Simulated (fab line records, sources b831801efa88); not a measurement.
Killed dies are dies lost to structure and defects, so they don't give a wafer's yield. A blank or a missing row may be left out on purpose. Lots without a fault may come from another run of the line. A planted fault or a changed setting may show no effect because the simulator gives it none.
One fault seen from 2 desks | flow gf180mcu | each desk has only its own numbers; what lay behind them comes last

THE METROLOGY DESK
What the gauges read, lot by lot, whatever tool the lot ran on: means of the sampled wafers that have a number. A lot is out of limits, marked OUT, if its mean lies more than 4 standard deviations from the usual mean; the brackets give that distance.
Columns: A = NSD_OVL at GF_NSD_OVL_MEAS_08, usual 0.2 nm; B = PSD_RS at GF_PSD_RS_MEAS_15, usual 108.74 ohm/sq; C = SAB_OVL at GF_SAB_OVL_MEAS_10, usual -0.2 nm; D = SALICIDE_TIN_RS at GF_SALICIDE_RS_MEAS_04, usual 16.26 ohm/sq
lot  | first seen here | A    | B                 | C    | D
L295 | day 13 12:37    | 1.7  | 108.85            | 1.1  | 16.33
L297 | day 14 03:05    | -0.4 | 108.44            | 0.1  | 16.17
L299 | day 14 17:55    | 2.3  | 108.89            | -0.5 | 16.21
L300 | day 14 21:51    | -0.9 | 110.59 (+6.2) OUT | 2.5  | 15.75
L302 | day 15 18:46    | -1.4 | 108.70            | 0.8  | 16.62
L303 | day 16 04:04    | 0.2  | 110.71 (+6.6) OUT | 0.4  | 16.46
L305 | day 17 01:20    | 0.1  | 108.53            | -0.3 | 16.25
L309 | day 18 12:08    | -0.8 | 108.84            | -0.4 | 16.42
L310 | day 18 22:13    | 1.2  | 109.14            | 1.9  | 16.41
L311 | day 19 01:58    | 0.8  | 109.14            | -2.4 | 16.23
L312 | day 19 06:49    | -0.6 | 108.73            | -0.6 | 16.37
L314 | day 19 20:15    | -0.6 | 108.86            | 0.3  | 16.17
L315 | day 20 04:52    | 1.3  | 108.56            | -0.3 | 16.54
L318 | day 21 08:40    | -3.7 | 108.77            | 0.3  | 16.55
This desk's finding: out of limits on L300, L303; first on L300, day 15 19:43 (PSD_RS at GF_PSD_RS_MEAS_15). In limits: L295, L297, L299, L302, L305, L309, L310, L311, L312, L314, L315, L318.

THE TOOL OWNER'S DESK: implanter-01
The tool's own readings at GF_PSD_IMPLANT_09: means of the sampled wafers that have a number, for each lot that ran on this tool. A lot is out of limits, marked OUT, if its mean lies more than 4 standard deviations from the usual mean; the brackets give that distance.
Columns: A = tilt_deg at GF_PSD_IMPLANT_09, usual 7.000 degrees
lot  | first seen here | A
L299 | day 15 15:38    | 7.009
L300 | day 15 19:10    | 4.839 (-99 or more) OUT
L303 | day 17 02:34    | 4.826 (-99 or more) OUT
L309 | day 19 12:34    | 6.978
L310 | day 19 22:25    | 6.998
L318 | day 22 08:14    | 7.026
This desk's finding: out of limits on L300, L303; first on L300, day 15 19:10 (tilt_deg at GF_PSD_IMPLANT_09). In limits: L299, L309, L310, L318.

PUT TOGETHER
The tool owner's desk could have raised an alarm at day 15 19:10, on L300, L303.
The metrology desk could have raised an alarm at day 15 19:43, on L300, L303.
Of the lots named, all ran GF_PSD_IMPLANT_09 on implanter-01.

WHAT THE SIMULATOR HAD PUT IN
Process parameter drift: implanter-01, from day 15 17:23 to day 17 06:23, at GF_PSD_IMPLANT_09. Setting tilt_deg, moved by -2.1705, from 7. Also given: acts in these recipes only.
Lots struck among those shown: L300, L303.
Hours from the fault's start to each desk's first reading out of limits: the tool owner's desk, 2; the metrology desk, 2.
